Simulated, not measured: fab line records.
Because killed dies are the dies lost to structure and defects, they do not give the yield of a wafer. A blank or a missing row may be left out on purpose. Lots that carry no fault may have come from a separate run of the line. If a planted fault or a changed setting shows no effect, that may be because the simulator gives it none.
Code-filled problem report in 8D (eight disciplines) form ; flow gf180mcu ; the parts of the form that need people (team, actions taken, sign-off) are left out

1. PROBLEM STATEMENT
Wafers free of any fault read 997 nm (standard deviation 13) for PASSIVATION_CVD_00_THK at GF_PASSIVATION_THK_MEAS_01, against a mean of 631 nm on 2 wafers of 2 lots. Measured from the usual mean, that is -28 standard deviations.
First seen on wafer L876.1, day 32 07:16, on film metro-01. Wafers with a number at this step in the record: 39, from 13 lots. Rule for "out" (also "out of limits"): further than 4 standard deviations from the usual mean. The rest of the wafers with a number are treated as sound.

2. WHAT IT IS, AND WHAT IT ISN'T
question;is;is not
which readings at this step;PASSIVATION_CVD_00_THK;-
which lots;L876, L877;L864, L867, L868, L869, L871, L874, L875, L881, L883, L884, L885
which wafers of those lots;L876.1, L877.2;L876.2, L876.4, L877.3, L877.4
read on which gauges;film metro-01, film metro-04;film metro-03
when;from day 32 07:16;"up to then (23 sound wafers); but 14 sound wafers of L877, L881, L883, L884, L885 came after"

3. THE SUSPECTS, EACH WITH WHAT RULES IT OUT
Counting: if a tool at a process step up to the reading ran every lot that is out, it stays a suspect. Sound lots after the first of them don't rule it out here, since some wafers of a struck lot are sound.
- the gauge at GF_PASSIVATION_THK_MEAS_01: ruled out. The wafers that are out were read on 2 gauges (film metro-01, film metro-04).
- pecvd-01 at GF_PASSIVATION_CVD_00 (deposits SiO2 from TEOS, target thk 1000 nm, time 111.95 s): kept. Every lot that is out went through it, the first being L876 (day 32 07:11); the last sound lot it ran before that was L875 (day 31 20:53).
- Within pecvd-01 at GF_PASSIVATION_CVD_00, the wafers that are out were processed in chamber 2 and their sound lot-mates in chamber 0.
Left after counting: pecvd-01 at GF_PASSIVATION_CVD_00.

4. THE CAUSE (what the simulator had put in)
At GF_PASSIVATION_CVD_00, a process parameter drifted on pecvd-01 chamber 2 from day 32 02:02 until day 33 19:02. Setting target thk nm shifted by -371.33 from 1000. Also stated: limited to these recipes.
Only this tool survived the counting.

5. SEQUENCE OF EFFECTS, ordered by route
Each row: a reading where the mean over the struck wafers with a number is more than 3 standard deviations away from the usual. Only readings for which the record gives a usual standard deviation are gone through. hours: the time from each lot's start at the first step in this table that gives one to its start at this step, as a median over the lots. sigmas: the change in usual standard deviations.
hours;step;reading;usual;on struck wafers;change;sigmas
0;GF_PASSIVATION_THK_MEAS_01;PASSIVATION_CVD_00_THK;997 nm;631;-366;-28

6. WHAT WOULD HAVE CAUGHT IT SOONER
The first out-of-limits reading at a measuring or inspecting step in this record came at day 32 07:16, 5 hours after the fault's start at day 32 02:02.
An alarm limit of 4 standard deviations would not have fired on the tool readings at GF_PASSIVATION_CVD_00 for which the record gives a usual standard deviation, since none of them was out on any struck wafer.
Lots out: 2; of these, L877 started GF_PASSIVATION_CVD_00 on pecvd-01 after day 32 07:16. Had the tool been put on hold then, it would have been spared.
